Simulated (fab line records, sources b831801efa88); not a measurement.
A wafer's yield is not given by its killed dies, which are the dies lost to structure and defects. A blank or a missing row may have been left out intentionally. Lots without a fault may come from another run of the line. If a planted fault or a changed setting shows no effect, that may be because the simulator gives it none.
Which tool is to blame? || flow sky130 || Sampling: 11 lots, 33 wafers, 6 of 708 route steps

WHAT THE GAUGES SHOWED, per wafer
SKY_FIELD_ISO_BOW_MEAS_00. Usual: INCOMING_BOW 1 um, standard deviation 6.9.
{"lot": "L784", "measured": "day 1 10:00", "on": "film_metro-02", "INCOMING_BOW (um)": "6 -2 4", "flag": ""}
{"lot": "L786", "measured": "day 1 20:01", "on": "film_metro-04", "INCOMING_BOW (um)": "-2 -4 3", "flag": ""}
{"lot": "L787", "measured": "day 2 01:02", "on": "film_metro-01", "INCOMING_BOW (um)": "4 -6 -3", "flag": ""}
{"lot": "L791", "measured": "day 2 21:00", "on": "film_metro-01", "INCOMING_BOW (um)": "-1 -5 -1", "flag": ""}
{"lot": "L792", "measured": "day 3 02:01", "on": "film_metro-02", "INCOMING_BOW (um)": "5 -9 5", "flag": ""}
{"lot": "L793", "measured": "day 3 07:00", "on": "film_metro-04", "INCOMING_BOW (um)": "13 5 2", "flag": ""}
{"lot": "L795", "measured": "day 3 17:01", "on": "film_metro-01", "INCOMING_BOW (um)": "1 4 3", "flag": ""}
{"lot": "L796", "measured": "day 3 22:00", "on": "film_metro-01", "INCOMING_BOW (um)": "2 -6 -10", "flag": ""}
{"lot": "L797", "measured": "day 4 03:01", "on": "film_metro-04", "INCOMING_BOW (um)": "4 -2 -4", "flag": ""}
{"lot": "L805", "measured": "day 5 19:00", "on": "film_metro-04", "INCOMING_BOW (um)": "5 10 -11", "flag": ""}
{"lot": "L806", "measured": "day 6 00:01", "on": "film_metro-04", "INCOMING_BOW (um)": "5 7 6", "flag": ""}

SKY_VT_ADJUST_LVTN_TW_MEAS_21. Usual: VT_ADJUST_LVTN_2_TW 188.4, standard deviation 1.6.
{"lot": "L784", "measured": "day 7 20:16", "on": "film_metro-03", "VT_ADJUST_LVTN_2_TW": "184.4 184.9 186.1", "flag": ""}
{"lot": "L786", "measured": "day 8 07:50", "on": "film_metro-02", "VT_ADJUST_LVTN_2_TW": "189.3 189.3 189.3", "flag": ""}
{"lot": "L787", "measured": "day 8 11:53", "on": "film_metro-02", "VT_ADJUST_LVTN_2_TW": "189.3 190.3 189.1", "flag": ""}
{"lot": "L791", "measured": "day 9 17:13", "on": "film_metro-02", "VT_ADJUST_LVTN_2_TW": "189.6 188.9 190.2", "flag": ""}
{"lot": "L792", "measured": "day 10 01:35", "on": "film_metro-02", "VT_ADJUST_LVTN_2_TW": "190.2 190.0 189.5", "flag": ""}
{"lot": "L793", "measured": "day 10 09:13", "on": "film_metro-03", "VT_ADJUST_LVTN_2_TW": "29.7 29.8 29.6 29.9 29.8 29.7", "flag": "OFF"}
{"lot": "L795", "measured": "day 11 08:47", "on": "film_metro-03", "VT_ADJUST_LVTN_2_TW": "186.0 185.0 185.6", "flag": ""}
{"lot": "L796", "measured": "day 11 09:04", "on": "film_metro-02", "VT_ADJUST_LVTN_2_TW": "187.4 188.1 188.6", "flag": ""}
{"lot": "L797", "measured": "day 11 12:44", "on": "film_metro-01", "VT_ADJUST_LVTN_2_TW": "190.2 189.9 188.8", "flag": ""}
{"lot": "L805", "measured": "day 13 18:28", "on": "film_metro-02", "VT_ADJUST_LVTN_2_TW": "187.3 188.3 188.2", "flag": ""}
{"lot": "L806", "measured": "day 14 00:41", "on": "film_metro-01", "VT_ADJUST_LVTN_2_TW": "189.2 187.6 189.3", "flag": ""}

SKY_SONOS_TUNNEL_OVL_MEAS_08. Usual: SONOS_TUNNEL_OVL -0.4 nm, standard deviation 1.4.
{"lot": "L784", "measured": "day 11 10:27", "on": "overlay-01", "SONOS_TUNNEL_OVL (nm)": "2.2 1.5 2.0", "flag": ""}
{"lot": "L786", "measured": "day 12 02:22", "on": "overlay-01", "SONOS_TUNNEL_OVL (nm)": "-1.8 -0.1 0.7", "flag": ""}
{"lot": "L787", "measured": "day 12 05:43", "on": "overlay-01", "SONOS_TUNNEL_OVL (nm)": "-0.5 -0.8 -0.8", "flag": ""}
{"lot": "L791", "measured": "day 13 17:06", "on": "overlay-02", "SONOS_TUNNEL_OVL (nm)": "0.8 -0.6 -0.9", "flag": ""}
{"lot": "L792", "measured": "day 14 09:58", "on": "overlay-01", "SONOS_TUNNEL_OVL (nm)": "-0.5 -0.9 -0.3", "flag": ""}
{"lot": "L795", "measured": "day 15 15:31", "on": "overlay-01", "SONOS_TUNNEL_OVL (nm)": "-2.3 -1.4 -3.2", "flag": ""}
{"lot": "L796", "measured": "day 15 15:39", "on": "overlay-02", "SONOS_TUNNEL_OVL (nm)": "-1.5 -0.5 -2.5", "flag": ""}
{"lot": "L797", "measured": "day 15 17:55", "on": "overlay-02", "SONOS_TUNNEL_OVL (nm)": "0.7 -2.2 0.5", "flag": ""}
{"lot": "L805", "measured": "day 18 10:33", "on": "overlay-01", "SONOS_TUNNEL_OVL (nm)": "0.0 -0.7 -0.4", "flag": ""}
{"lot": "L806", "measured": "day 18 16:55", "on": "overlay-01", "SONOS_TUNNEL_OVL (nm)": "1.8 2.1 1.2", "flag": ""}

WHICH TOOL RAN EACH LOT (tool, then ch and the chambers of the sampled wafers, then the start)
{"lot": "L784", "SKY_VT_ADJUST_LVTN_STRIP_09": "plasma_asher-01 ch 0, day 7 00:01", "SKY_VT_ADJUST_LVTN_STRIP_20": "plasma_asher-03 ch 0,1, day 7 20:10", "SKY_VT_ADJUST_HVTR_STRIP_10": "plasma_asher-02 ch 0, day 9 13:38"}
{"lot": "L786", "SKY_VT_ADJUST_LVTN_STRIP_09": "plasma_asher-01 ch 0,1, day 7 11:19", "SKY_VT_ADJUST_LVTN_STRIP_20": "plasma_asher-04 ch 0,1, day 8 07:43", "SKY_VT_ADJUST_HVTR_STRIP_10": "plasma_asher-01 ch 0,1, day 10 02:59"}
{"lot": "L787", "SKY_VT_ADJUST_LVTN_STRIP_09": "plasma_asher-01 ch 0,1, day 7 15:12", "SKY_VT_ADJUST_LVTN_STRIP_20": "plasma_asher-01 ch 0,1, day 8 11:47", "SKY_VT_ADJUST_HVTR_STRIP_10": "plasma_asher-04 ch 0,1, day 10 07:22"}
{"lot": "L791", "SKY_VT_ADJUST_LVTN_STRIP_09": "plasma_asher-03 ch 0,1, day 8 19:52", "SKY_VT_ADJUST_LVTN_STRIP_20": "plasma_asher-03 ch 0,1, day 9 17:07", "SKY_VT_ADJUST_HVTR_STRIP_10": "plasma_asher-04 ch 0,1, day 11 15:59"}
{"lot": "L792", "SKY_VT_ADJUST_LVTN_STRIP_09": "plasma_asher-03 ch 0,1, day 9 04:07", "SKY_VT_ADJUST_LVTN_STRIP_20": "plasma_asher-01 ch 0,1, day 10 01:28", "SKY_VT_ADJUST_HVTR_STRIP_10": "plasma_asher-04 ch 0,1, day 12 07:17"}
{"lot": "L793", "SKY_VT_ADJUST_LVTN_STRIP_09": "plasma_asher-04 ch 1, day 9 10:31", "SKY_VT_ADJUST_LVTN_STRIP_20": "plasma_asher-01 ch 0,1, day 10 09:07", "SKY_VT_ADJUST_HVTR_STRIP_10": "-"}
{"lot": "L795", "SKY_VT_ADJUST_LVTN_STRIP_09": "plasma_asher-03 ch 0,1, day 10 09:40", "SKY_VT_ADJUST_LVTN_STRIP_20": "plasma_asher-03 ch 0,1, day 11 08:40", "SKY_VT_ADJUST_HVTR_STRIP_10": "plasma_asher-04 ch 0,1, day 13 09:47"}
{"lot": "L796", "SKY_VT_ADJUST_LVTN_STRIP_09": "plasma_asher-01 ch 0,1, day 10 10:01", "SKY_VT_ADJUST_LVTN_STRIP_20": "plasma_asher-01 ch 0,1, day 11 08:58", "SKY_VT_ADJUST_HVTR_STRIP_10": "plasma_asher-02 ch 0,1, day 13 10:05"}
{"lot": "L797", "SKY_VT_ADJUST_LVTN_STRIP_09": "plasma_asher-03 ch 0,1, day 10 13:13", "SKY_VT_ADJUST_LVTN_STRIP_20": "plasma_asher-01 ch 0,1, day 11 12:37", "SKY_VT_ADJUST_HVTR_STRIP_10": "plasma_asher-01 ch 0,1, day 13 13:17"}
{"lot": "L805", "SKY_VT_ADJUST_LVTN_STRIP_09": "plasma_asher-04 ch 0,1, day 12 16:58", "SKY_VT_ADJUST_LVTN_STRIP_20": "plasma_asher-01 ch 0,1, day 13 18:22", "SKY_VT_ADJUST_HVTR_STRIP_10": "plasma_asher-01 ch 0,1, day 16 00:20"}
{"lot": "L806", "SKY_VT_ADJUST_LVTN_STRIP_09": "plasma_asher-04 ch 0,1, day 12 23:46", "SKY_VT_ADJUST_LVTN_STRIP_20": "plasma_asher-03 ch 0, day 14 00:34", "SKY_VT_ADJUST_HVTR_STRIP_10": "plasma_asher-04 ch 0,1, day 16 07:02"}
- SKY_VT_ADJUST_LVTN_STRIP_09: strips in O2/N2.
- SKY_VT_ADJUST_LVTN_STRIP_20: strips in O2/N2.
- SKY_VT_ADJUST_HVTR_STRIP_10: strips in O2/N2.

AS READ BY THE TOOLS THEMSELVES (means over the sampled wafers that have a number; for cases with no such wafer, the mark the record gives instead)
SKY_VT_ADJUST_LVTN_STRIP_09. Usual: drypump_motor_current_A 5.6 A, standard deviation 0.42; oes_product_au 0.722 a.u., standard deviation 0.005; strip_time_to_endpoint_s 36.94 s, standard deviation 0.095.
{"lot": "L784", "tool": "plasma_asher-01", "drypump_motor_current_A (A)": 4.7, "oes_product_au (a.u.)": 0.721, "strip_time_to_endpoint_s (s)": 36.90, "flag": ""}
{"lot": "L786", "tool": "plasma_asher-01", "drypump_motor_current_A (A)": 5.1, "oes_product_au (a.u.)": 0.720, "strip_time_to_endpoint_s (s)": 37.07, "flag": ""}
{"lot": "L787", "tool": "plasma_asher-01", "drypump_motor_current_A (A)": 5.1, "oes_product_au (a.u.)": 0.723, "strip_time_to_endpoint_s (s)": 36.89, "flag": ""}
{"lot": "L791", "tool": "plasma_asher-03", "drypump_motor_current_A (A)": 5.6, "oes_product_au (a.u.)": 0.720, "strip_time_to_endpoint_s (s)": 36.86, "flag": ""}
{"lot": "L792", "tool": "plasma_asher-03", "drypump_motor_current_A (A)": 5.6, "oes_product_au (a.u.)": 0.724, "strip_time_to_endpoint_s (s)": 36.90, "flag": ""}
{"lot": "L793", "tool": "plasma_asher-04", "drypump_motor_current_A (A)": 5.6, "oes_product_au (a.u.)": 0.885, "strip_time_to_endpoint_s (s)": "-", "flag": "OFF"}
{"lot": "L795", "tool": "plasma_asher-03", "drypump_motor_current_A (A)": 5.8, "oes_product_au (a.u.)": 0.725, "strip_time_to_endpoint_s (s)": 36.88, "flag": ""}
{"lot": "L796", "tool": "plasma_asher-01", "drypump_motor_current_A (A)": 5.5, "oes_product_au (a.u.)": 0.721, "strip_time_to_endpoint_s (s)": 36.95, "flag": ""}
{"lot": "L797", "tool": "plasma_asher-03", "drypump_motor_current_A (A)": 5.8, "oes_product_au (a.u.)": 0.720, "strip_time_to_endpoint_s (s)": 36.93, "flag": ""}
{"lot": "L805", "tool": "plasma_asher-04", "drypump_motor_current_A (A)": 5.7, "oes_product_au (a.u.)": 0.729, "strip_time_to_endpoint_s (s)": 37.00, "flag": ""}
{"lot": "L806", "tool": "plasma_asher-04", "drypump_motor_current_A (A)": 5.6, "oes_product_au (a.u.)": 0.724, "strip_time_to_endpoint_s (s)": 36.84, "flag": ""}

SKY_VT_ADJUST_LVTN_STRIP_20. Usual: drypump_motor_current_A 5.5 A, standard deviation 0.46; oes_product_au 0.716 a.u., standard deviation 0.0049; strip_time_to_endpoint_s 14.20 s, standard deviation 0.057.
{"lot": "L784", "tool": "plasma_asher-03", "drypump_motor_current_A (A)": 5.8, "oes_product_au (a.u.)": 0.719, "strip_time_to_endpoint_s (s)": 14.12, "flag": ""}
{"lot": "L786", "tool": "plasma_asher-04", "drypump_motor_current_A (A)": 5.7, "oes_product_au (a.u.)": 0.714, "strip_time_to_endpoint_s (s)": 14.20, "flag": ""}
{"lot": "L787", "tool": "plasma_asher-01", "drypump_motor_current_A (A)": 5.1, "oes_product_au (a.u.)": 0.716, "strip_time_to_endpoint_s (s)": 14.24, "flag": ""}
{"lot": "L791", "tool": "plasma_asher-03", "drypump_motor_current_A (A)": 5.8, "oes_product_au (a.u.)": 0.718, "strip_time_to_endpoint_s (s)": 14.25, "flag": ""}
{"lot": "L792", "tool": "plasma_asher-01", "drypump_motor_current_A (A)": 5.5, "oes_product_au (a.u.)": 0.717, "strip_time_to_endpoint_s (s)": 14.24, "flag": ""}
{"lot": "L793", "tool": "plasma_asher-01", "drypump_motor_current_A (A)": 5.1, "oes_product_au (a.u.)": 0.725, "strip_time_to_endpoint_s (s)": 49.09, "flag": "OFF"}
{"lot": "L795", "tool": "plasma_asher-03", "drypump_motor_current_A (A)": 5.8, "oes_product_au (a.u.)": 0.716, "strip_time_to_endpoint_s (s)": 14.20, "flag": ""}
{"lot": "L796", "tool": "plasma_asher-01", "drypump_motor_current_A (A)": 5.1, "oes_product_au (a.u.)": 0.714, "strip_time_to_endpoint_s (s)": 14.27, "flag": ""}
{"lot": "L797", "tool": "plasma_asher-01", "drypump_motor_current_A (A)": 5.1, "oes_product_au (a.u.)": 0.719, "strip_time_to_endpoint_s (s)": 14.13, "flag": ""}
{"lot": "L805", "tool": "plasma_asher-01", "drypump_motor_current_A (A)": 5.1, "oes_product_au (a.u.)": 0.717, "strip_time_to_endpoint_s (s)": 14.26, "flag": ""}
{"lot": "L806", "tool": "plasma_asher-03", "drypump_motor_current_A (A)": 5.9, "oes_product_au (a.u.)": 0.717, "strip_time_to_endpoint_s (s)": 14.13, "flag": ""}

SKY_VT_ADJUST_HVTR_STRIP_10. Usual: drypump_motor_current_A 5.5 A, standard deviation 0.44; oes_product_au 0.715 a.u., standard deviation 0.0042; strip_time_to_endpoint_s 14.18 s, standard deviation 0.047.
{"lot": "L784", "tool": "plasma_asher-02", "drypump_motor_current_A (A)": 5.6, "oes_product_au (a.u.)": 0.715, "strip_time_to_endpoint_s (s)": 14.15, "flag": ""}
{"lot": "L786", "tool": "plasma_asher-01", "drypump_motor_current_A (A)": 5.1, "oes_product_au (a.u.)": 0.711, "strip_time_to_endpoint_s (s)": 14.21, "flag": ""}
{"lot": "L787", "tool": "plasma_asher-04", "drypump_motor_current_A (A)": 5.7, "oes_product_au (a.u.)": 0.714, "strip_time_to_endpoint_s (s)": 14.17, "flag": ""}
{"lot": "L791", "tool": "plasma_asher-04", "drypump_motor_current_A (A)": 5.7, "oes_product_au (a.u.)": 0.718, "strip_time_to_endpoint_s (s)": 14.21, "flag": ""}
{"lot": "L792", "tool": "plasma_asher-04", "drypump_motor_current_A (A)": 5.6, "oes_product_au (a.u.)": 0.718, "strip_time_to_endpoint_s (s)": 14.20, "flag": ""}
{"lot": "L795", "tool": "plasma_asher-04", "drypump_motor_current_A (A)": 5.7, "oes_product_au (a.u.)": 0.715, "strip_time_to_endpoint_s (s)": 14.21, "flag": ""}
{"lot": "L796", "tool": "plasma_asher-02", "drypump_motor_current_A (A)": 5.4, "oes_product_au (a.u.)": 0.717, "strip_time_to_endpoint_s (s)": 14.15, "flag": ""}
{"lot": "L797", "tool": "plasma_asher-01", "drypump_motor_current_A (A)": 5.1, "oes_product_au (a.u.)": 0.718, "strip_time_to_endpoint_s (s)": 14.15, "flag": ""}
{"lot": "L805", "tool": "plasma_asher-01", "drypump_motor_current_A (A)": 5.5, "oes_product_au (a.u.)": 0.717, "strip_time_to_endpoint_s (s)": 14.17, "flag": ""}
{"lot": "L806", "tool": "plasma_asher-04", "drypump_motor_current_A (A)": 5.7, "oes_product_au (a.u.)": 0.718, "strip_time_to_endpoint_s (s)": 14.19, "flag": ""}

THE ANSWER, worked out from the rows above alone
Rule: lot off if the mean of its wafers having a number is beyond 3 standard deviations from the usual mean. A lot without any number at a reading at which 4 lots or more have one is off too. All remaining lots with rows at the step are treated as sound. Order of review: gauges by route order, followed by the tools' own readings, for which a lot's mean as printed above is used. The first step at which some lot is off is used, and at that step the reading that is off furthest; a lot without a number counts as furthest.
Off: L793, at SKY_VT_ADJUST_LVTN_TW_MEAS_21 (VT_ADJUST_LVTN_2_TW).
If a tool, at a process step before that reading, ran all the lots that are off and no sound lot after the first of them, it fits. Not tried: the gauges at SKY_VT_ADJUST_LVTN_TW_MEAS_21; whatever is off there is also off at SKY_VT_ADJUST_LVTN_STRIP_09, on other tools, and gauge error can't account for it. No candidate that was tried fits.

WHAT THE SIMULATOR HAD PUT IN
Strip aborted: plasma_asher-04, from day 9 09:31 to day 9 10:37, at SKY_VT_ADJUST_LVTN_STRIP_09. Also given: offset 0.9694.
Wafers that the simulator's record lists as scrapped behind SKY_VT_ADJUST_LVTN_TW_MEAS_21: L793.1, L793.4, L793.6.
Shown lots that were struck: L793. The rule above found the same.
